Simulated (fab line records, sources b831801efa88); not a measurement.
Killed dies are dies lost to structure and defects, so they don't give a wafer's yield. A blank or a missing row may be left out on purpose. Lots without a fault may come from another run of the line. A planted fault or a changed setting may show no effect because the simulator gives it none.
Which tool did it? | flow sky130 | 11 lots, 33 wafers sampled, at 3 steps of a route of 708

WHAT THE GAUGES READ, wafer by wafer
SKY_SD_N_RS_MEAS_16: measures by four-point-probe.
lot  | measured     | on            | SD_N_RS (ohm/sq)
L574 | day 27 09:01 | film_metro-03 | 68.48 68.51 68.29
L577 | day 28 17:52 | film_metro-04 | 68.47 68.74 68.44
L578 | day 29 04:25 | film_metro-03 | 68.43 68.82 68.57
L582 | day 30 14:39 | film_metro-02 | 71.75 71.84 71.74
L580 | day 30 16:34 | film_metro-04 | 71.68 71.69 71.80
L589 | day 32 22:41 | film_metro-03 | 68.42 68.49 68.46
L591 | day 33 14:50 | film_metro-02 | 68.55 68.42 68.43
L593 | day 34 01:41 | film_metro-04 | 68.69 68.56 68.44
L594 | day 34 06:29 | film_metro-04 | 68.63 68.44 68.62
L595 | day 34 11:33 | film_metro-04 | 68.47 68.59 68.55
L597 | day 36 08:49 | film_metro-03 | 68.41 68.56 68.35

WHICH TOOL RAN EACH LOT (tool, then ch and the chambers of the sampled wafers, then the start)
lot  | SKY_SD_N_IMPLANT_09             | SKY_SD_N_STRIP_11
L574 | implanter-02 ch 0, day 27 08:20 | plasma_asher-01 ch 1, day 27 08:37
L577 | implanter-01 ch 0, day 28 17:11 | plasma_asher-03 ch 0,1, day 28 17:29
L578 | implanter-01 ch 0, day 29 03:44 | plasma_asher-02 ch 0,1, day 29 04:02
L582 | implanter-01 ch 0, day 30 13:55 | plasma_asher-03 ch 0,1, day 30 14:13
L580 | implanter-01 ch 0, day 30 15:53 | plasma_asher-01 ch 0,1, day 30 16:10
L589 | implanter-03 ch 0, day 32 22:01 | plasma_asher-02 ch 0,1, day 32 22:17
L591 | implanter-01 ch 0, day 33 14:10 | plasma_asher-03 ch 0,1, day 33 14:28
L593 | implanter-02 ch 0, day 34 00:59 | plasma_asher-02 ch 0,1, day 34 01:17
L594 | implanter-02 ch 0, day 34 05:47 | plasma_asher-03 ch 0, day 34 06:05
L595 | implanter-01 ch 0, day 34 10:52 | plasma_asher-03 ch 0,1, day 34 11:10
L597 | implanter-02 ch 0, day 36 08:08 | plasma_asher-01 ch 0,1, day 36 08:25
- SKY_SD_N_IMPLANT_09
- SKY_SD_N_STRIP_11: strips in O2/N2.

THE ANSWER, worked out from the rows above alone
Rule: what is usual is taken from the lots themselves. Put in order of their means at a reading, lots are off if they are a third of the lots or fewer, leave a main group of 4 or more, and stand apart from it by a gap of 3 or more times the standard deviation of the main group's means; of several such gaps the widest counts. A main group whose means are all the same, to the digits that the tables above print for the reading, isn't used. A lot without any number at a reading at which 4 lots or more have one is off too. The other lots that the step has rows for count as sound.
Off: L582, L580, at SKY_SD_N_RS_MEAS_16 (SD_N_RS). The main group: mean 68.51 ohm/sq, standard deviation 0.061.
A tool fits if, at a process step before that reading, it ran every lot that is off, and no sound lot after the first of them. The gauges at SKY_SD_N_RS_MEAS_16 are tried like those tools. None of those tried fits.

WHAT THE SIMULATOR HAD PUT IN
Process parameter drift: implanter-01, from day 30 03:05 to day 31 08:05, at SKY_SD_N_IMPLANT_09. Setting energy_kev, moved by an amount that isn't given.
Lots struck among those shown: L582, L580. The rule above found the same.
